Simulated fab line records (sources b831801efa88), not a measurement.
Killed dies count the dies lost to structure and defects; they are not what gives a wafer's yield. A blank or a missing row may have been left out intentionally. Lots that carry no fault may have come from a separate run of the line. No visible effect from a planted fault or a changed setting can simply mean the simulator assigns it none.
Which tool was responsible? | flow gf180mcu | 6 lots with 18 wafers sampled at 2 steps, on a route of 602 steps

== WHAT EACH GAUGE READ, for each wafer ==
GF_CONTACT_THK_MEAS_01.
lot  | measured     | on           | CONTACT_CVD_00_THK (nm)
L525 | day 15 18:34 | filmMetro-04 | 301.9 302.8 299.5
L527 | day 16 10:25 | filmMetro-01 | 297.3 300.4 304.0
L529 | day 17 05:16 | filmMetro-04 | 297.2 294.1 296.7
L532 | day 18 11:04 | filmMetro-01 | 300.0 297.8 301.3
L536 | day 19 17:09 | filmMetro-01 | 299.1 298.1 295.2
L545 | day 23 10:47 | filmMetro-02 | 299.1 299.7 298.9

== EACH LOT AND THE TOOL THAT RAN IT (in order: tool; ch and the chambers of the sampled wafers; start) ==
lot  | GF_DUAL_GATE_EXPOSE_08
L525 | ilineStepper-02 ch 0, day 8 08:40
L527 | ilineStepper-01 ch 0, day 8 21:32
L529 | ilineStepper-02 ch 0, day 9 11:43
L532 | ilineStepper-01 ch 0, day 10 07:32
L536 | ilineStepper-02 ch 0, day 11 10:42
L545 | ilineStepper-01 ch 0, day 14 16:27
- GF_DUAL_GATE_EXPOSE_08: exposes mask Dualgate, target cd 700 nm.

== THE ANSWER, worked out from the rows above alone ==
Rule: the usual values come from the lots themselves. The widest of any qualifying gaps counts: lots, ordered by their means at a reading, are off when they make up no more than a third of the lots, leave a main group of 4 or more, and stand apart from it by 3 or more times the standard deviation of that group's means. Not used: any main group whose means are identical at the precision the tables above print for the reading. A lot without any number at a reading at which 4 lots or more have one is off too. Any other lot the step has rows for is counted as sound.
No lot is off on any of the readings shown, so nothing can be concluded from this.

== WHAT HAD BEEN PUT IN BY THE SIMULATOR ==
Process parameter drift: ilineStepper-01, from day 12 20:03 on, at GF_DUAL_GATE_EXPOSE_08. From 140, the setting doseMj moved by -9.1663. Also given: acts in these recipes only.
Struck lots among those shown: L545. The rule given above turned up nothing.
